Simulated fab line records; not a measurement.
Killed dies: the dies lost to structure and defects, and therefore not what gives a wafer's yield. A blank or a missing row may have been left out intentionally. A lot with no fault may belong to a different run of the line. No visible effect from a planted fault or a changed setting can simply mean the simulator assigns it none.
fab line records / flow gf180mcu
record: lots: 15 wafers: 43 last_day: 34
route steps=602 shown HV_LDD@182
lots with no fault: from the same line, run without faults
start_h: the number of hours between the record's first day and the start of the first shown wafer of the lot / wait_h: hours since the lot's step before / " repeats the value in the row above / L1.1+2: several wafers, shown together as one row / - value missing, or start not given / * or withheld: withheld / < > ~ a bound
route shown NAME@n: a module of which the file shows steps, and the number in the route of the first / usual: the fault-free wafers' mean and standard deviation / same: alike in all rows / chamber/n: place in a boat / sites: readings site by site / _std_site: standard deviation of those values / _edge_site: inner sites' mean taken away from outer sites' mean / radius_mm: for every site, how far away it sits from the centre of the wafer / mask NAME#n: copy n / behind: the most recent tool/chamber to have shaped the wafer / hold: the reason the lot was held/the length of the hold in hours/how it ended / device: the transistor (n, p or np) that didn't switch / end of line: the same wafers' tests at the end of the route / step lacking rows: just its recipe / killed: not the wafer's yield, but the dies lost to structure and defects at the first sort / map: shows each die of a wafer: x if killed, . if not, _ if none is there
set.NAME: the setting the step ran with; set.NAME@STEP: the setting that earlier step ran with / model.NAME: the simulator's own value behind a step, which no gauge read
route steps across a sampled set of lots; one table per step, one row per wafer
services: the hour from which a tool's chamber was out of use, counted from the record's first day as start_h (under 0 if before that day), plus the number of hours and why
== steps ==
step: GF_HV_LDD_DEVELOP_06
recipe: develop_time_s: 60 dev_temp_c: 23
lot.wafer=L214.3+4+6 tool=litho_track-04 chamber=0 start_h=217.67 wait_h=0.1
lot.wafer=L215.3+4+6 tool=litho_track-03 chamber=0 start_h=227.44 wait_h=0.1
lot.wafer=L216.2+3+6 tool=litho_track-04 chamber=0 start_h=227.59 wait_h=0.1
lot.wafer=L217.2+4+6 tool=litho_track-04 chamber=0 start_h=238.24 wait_h=0.1
lot.wafer=L218.1+2+5 tool=litho_track-03 chamber=0 start_h=246.29 wait_h=0.1
lot.wafer=L219.1+3+4 tool=litho_track-04 chamber=0 start_h=250.86 wait_h=0.1
lot.wafer=L221.2+5+6 tool=litho_track-01 chamber=0 start_h=263.27 wait_h=0.1
lot.wafer=L222.1+2+5 tool=litho_track-03 chamber=0 start_h=275.04 wait_h=0.1
lot.wafer=L224.1+2+4 tool=litho_track-03 chamber=0 start_h=288.99 wait_h=0.1
lot.wafer=L230.1+2+3 tool=litho_track-04 chamber=0 start_h=330.61 wait_h=0.1
lot.wafer=L231.2+3 tool=litho_track-04 chamber=0 start_h=340.34 wait_h=0.1
lot.wafer=L232.3+5 tool=litho_track-04 chamber=0 start_h=348.51 wait_h=0.1
lot.wafer=L235.3+5+6 tool=litho_track-03 chamber=0 start_h=376.14 wait_h=0.1
lot.wafer=L236.1+4+6 tool=litho_track-03 chamber=0 start_h=386.54 wait_h=0.1
lot.wafer=L237.3+4+6 tool=litho_track-03 chamber=0 start_h=395.74 wait_h=0.1
step: GF_HV_LDD_CD_MEAS_07
recipe: target_cd_nm: 400
usual: cd_nm: 399.9/2.2
lot.wafer=L214.3 tool=cd_sem-02 chamber=- start_h=217.81 wait_h=0.1 cd_nm=398.3
lot.wafer=L214.4 tool=cd_sem-02 chamber=- start_h=217.81 wait_h=0.1 cd_nm=399.0
lot.wafer=L214.6 tool=cd_sem-02 chamber=- start_h=217.81 wait_h=0.1 cd_nm=397.7
lot.wafer=L215.3 tool=cd_sem-01 chamber=- start_h=227.58 wait_h=0.1 cd_nm=398.9
lot.wafer=L215.4 tool=cd_sem-01 chamber=- start_h=227.58 wait_h=0.1 cd_nm=400.2
lot.wafer=L215.6 tool=cd_sem-01 chamber=- start_h=227.58 wait_h=0.1 cd_nm=397.4
lot.wafer=L216.2 tool=cd_sem-02 chamber=- start_h=227.74 wait_h=0.1 cd_nm=400.6
lot.wafer=L216.3 tool=cd_sem-02 chamber=- start_h=227.74 wait_h=0.1 cd_nm=402.3
lot.wafer=L216.6 tool=cd_sem-02 chamber=- start_h=227.74 wait_h=0.1 cd_nm=401.7
lot.wafer=L217.2 tool=cd_sem-02 chamber=- start_h=238.38 wait_h=0.1 cd_nm=397.4
lot.wafer=L217.4 tool=cd_sem-02 chamber=- start_h=238.38 wait_h=0.1 cd_nm=400.8
lot.wafer=L217.6 tool=cd_sem-02 chamber=- start_h=238.38 wait_h=0.1 cd_nm=400.4
lot.wafer=L218.1 tool=cd_sem-02 chamber=- start_h=246.44 wait_h=0.1 cd_nm=397.4
lot.wafer=L218.2 tool=cd_sem-02 chamber=- start_h=246.44 wait_h=0.1 cd_nm=400.7
lot.wafer=L218.5 tool=cd_sem-02 chamber=- start_h=246.44 wait_h=0.1 cd_nm=399.8
lot.wafer=L219.1 tool=cd_sem-01 chamber=- start_h=251.01 wait_h=0.1 cd_nm=398.7
lot.wafer=L219.3 tool=cd_sem-01 chamber=- start_h=251.01 wait_h=0.1 cd_nm=401.1
lot.wafer=L219.4 tool=cd_sem-01 chamber=- start_h=251.01 wait_h=0.1 cd_nm=398.7
lot.wafer=L221.2 tool=cd_sem-01 chamber=- start_h=263.41 wait_h=0.1 cd_nm=400.7
lot.wafer=L221.5 tool=cd_sem-01 chamber=- start_h=263.41 wait_h=0.1 cd_nm=399.0
lot.wafer=L221.6 tool=cd_sem-01 chamber=- start_h=263.41 wait_h=0.1 cd_nm=400.6
lot.wafer=L222.1 tool=cd_sem-01 chamber=- start_h=275.19 wait_h=0.1 cd_nm=395.2
lot.wafer=L222.2 tool=cd_sem-01 chamber=- start_h=275.19 wait_h=0.1 cd_nm=397.8
lot.wafer=L222.5 tool=cd_sem-01 chamber=- start_h=275.19 wait_h=0.1 cd_nm=395.2
lot.wafer=L224.1 tool=cd_sem-02 chamber=- start_h=289.14 wait_h=0.1 cd_nm=397.9
lot.wafer=L224.2 tool=cd_sem-02 chamber=- start_h=289.14 wait_h=0.1 cd_nm=398.7
lot.wafer=L224.4 tool=cd_sem-02 chamber=- start_h=289.14 wait_h=0.1 cd_nm=401.0
lot.wafer=L230.1 tool=cd_sem-01 chamber=- start_h=330.76 wait_h=0.1 cd_nm=401.6
lot.wafer=L230.2 tool=cd_sem-01 chamber=- start_h=330.76 wait_h=0.1 cd_nm=406.7
lot.wafer=L230.3 tool=cd_sem-01 chamber=- start_h=330.76 wait_h=0.1 cd_nm=402.2
lot.wafer=L231.2 tool=cd_sem-02 chamber=- start_h=340.48 wait_h=0.1 cd_nm=407.4
lot.wafer=L231.3 tool=cd_sem-02 chamber=- start_h=340.48 wait_h=0.1 cd_nm=402.6
lot.wafer=L232.3 tool=cd_sem-01 chamber=- start_h=348.65 wait_h=0.1 cd_nm=401.0
lot.wafer=L232.5 tool=cd_sem-01 chamber=- start_h=348.65 wait_h=0.1 cd_nm=408.7
lot.wafer=L235.3 tool=cd_sem-02 chamber=- start_h=376.28 wait_h=0.1 cd_nm=398.9
lot.wafer=L235.5 tool=cd_sem-02 chamber=- start_h=376.28 wait_h=0.1 cd_nm=399.2
lot.wafer=L235.6 tool=cd_sem-02 chamber=- start_h=376.28 wait_h=0.1 cd_nm=401.1
lot.wafer=L236.1 tool=cd_sem-02 chamber=- start_h=386.69 wait_h=0.1 cd_nm=397.0
lot.wafer=L236.4 tool=cd_sem-02 chamber=- start_h=386.69 wait_h=0.1 cd_nm=400.1
lot.wafer=L236.6 tool=cd_sem-02 chamber=- start_h=386.69 wait_h=0.1 cd_nm=399.0
lot.wafer=L237.3 tool=cd_sem-02 chamber=- start_h=395.88 wait_h=0.1 cd_nm=401.7
lot.wafer=L237.4 tool=cd_sem-02 chamber=- start_h=395.88 wait_h=0.1 cd_nm=402.1
lot.wafer=L237.6 tool=cd_sem-02 chamber=- start_h=395.88 wait_h=0.1 cd_nm=404.3
== services ==
tool=litho_track-03 chamber=- start_h=395.58 hours=- kind=consumable_replace:filter
== key ==
first_sign: step: GF_HV_LDD_CD_MEAS_07 reading: cd_nm direction: up sigmas: 3.5 usual: 399.9 struck: 407.6
effect none on later readings
met_at GF_HV_LDD_DEVELOP_06
struck_lots L230,L231,L232
struck_wafers L230.2,L231.2,L232.5
tester_left_out L230,L231,L232
onset_between 250.86 330.61
fault: kind: process_parameter_drift tool: litho_track-04 chamber: - onset_h: 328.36 steps: GF_HV_LDD_DEVELOP_06 channel: develop_time_s offset: * shape: step end_h: 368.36 scope: struck_wafers_only acts_in: * stated: *
tester_left_out: of these lots the tester's yield and bins aren't shown, on N5 and GAA mostly nor the transistor test; their killed dies are dies lost to structure and defects alone, not to doping, threshold or leakage, so they don't give the yield
